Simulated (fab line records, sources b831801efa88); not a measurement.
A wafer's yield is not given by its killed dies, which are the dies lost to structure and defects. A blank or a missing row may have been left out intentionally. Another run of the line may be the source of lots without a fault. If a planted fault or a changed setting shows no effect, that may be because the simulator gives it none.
One fault seen from 2 desks ; flow gf180mcu ; every desk sees just its own numbers, and what lay behind them comes last

AT THE TOOL OWNER'S DESK: rtpAnneal-02
The tool's own readings at GF_SALICIDE_RTA_06 (time 30 s): means of the sampled wafers that have a number, for each lot that ran on this tool. A lot is out of limits, marked OUT, if its mean lies more than 4 standard deviations from the usual mean; the brackets give that distance.
Columns: A = chamberO2Ppm at GF_SALICIDE_RTA_06, usual 1.996; B = lampPowerPct at GF_SALICIDE_RTA_06, usual 6.3 %; C = wafer_temp_C_max at GF_SALICIDE_RTA_06, usual 533.4
lot;first seen here;A;B;C
L434;day 18 02:13;1.994;5.7;532.4
L437;day 19 07:54;2.002;5.7;532.7
L441;day 20 17:00;301.993 (+99 or more) OUT;5.7;532.6
L443;day 21 07:54;301.987 (+99 or more) OUT;5.7;532.0
This desk's verdict: out of limits on L441, L443, starting with L441 at day 20 17:00 (chamberO2Ppm at GF_SALICIDE_RTA_06). Within limits: L434, L437.

METROLOGY DESK
Lot by lot, what the gauges showed, no matter which tool ran the lot: averages of those sampled wafers that carry a number. A lot is out of limits, marked OUT, if its mean lies more than 4 standard deviations from the usual mean; the brackets give that distance.
Columns: A = cdNm at GF_HV_LDD_CD_MEAS_19, usual 400.0 nm; B = SAB_OVL at GF_SAB_OVL_MEAS_10, usual -1.2 nm
lot;first seen here;A;B
L426;day 10 21:22;399.5;-0.3
L427;day 11 06:08;403.0;-1.4
L428;day 11 07:08;400.5;-1.7
L429;day 11 16:34;397.7;-1.8
L430;day 12 02:22;400.2;-2.4
L431;day 12 05:39;397.0;-2.6
L434;day 13 08:39;394.4;-1.7
L436;day 14 02:49;399.4;-0.7
L437;day 14 08:28;403.8;-2.1
L438;day 14 15:14;403.7;0.1
L441;day 15 12:02;396.6;-0.2
L443;day 16 04:56;399.4;-0.9
L448;day 18 02:44;399.7;-1.7
L449;day 18 11:52;399.8;-2.6
This desk found nothing out of limits on any of the 14 lots.

TAKEN TOGETHER
The tool owner's desk had the chance to raise an alarm at day 20 17:00 on L441, L443.
From the metrology desk's view, nothing was out of limits.
The metrology desk holds a record of L441, L443, inside its limits.
GF_SALICIDE_RTA_06 was run on rtpAnneal-02 by each of the lots named.

WHAT WAS PUT IN BY THE SIMULATOR
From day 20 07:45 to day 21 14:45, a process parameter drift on rtpAnneal-02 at GF_SALICIDE_RTA_06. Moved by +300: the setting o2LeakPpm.
Struck lots among those shown: L441, L443.
Delay in hours, fault start to first out-of-limits reading, by desk: the tool owner's desk at 9.
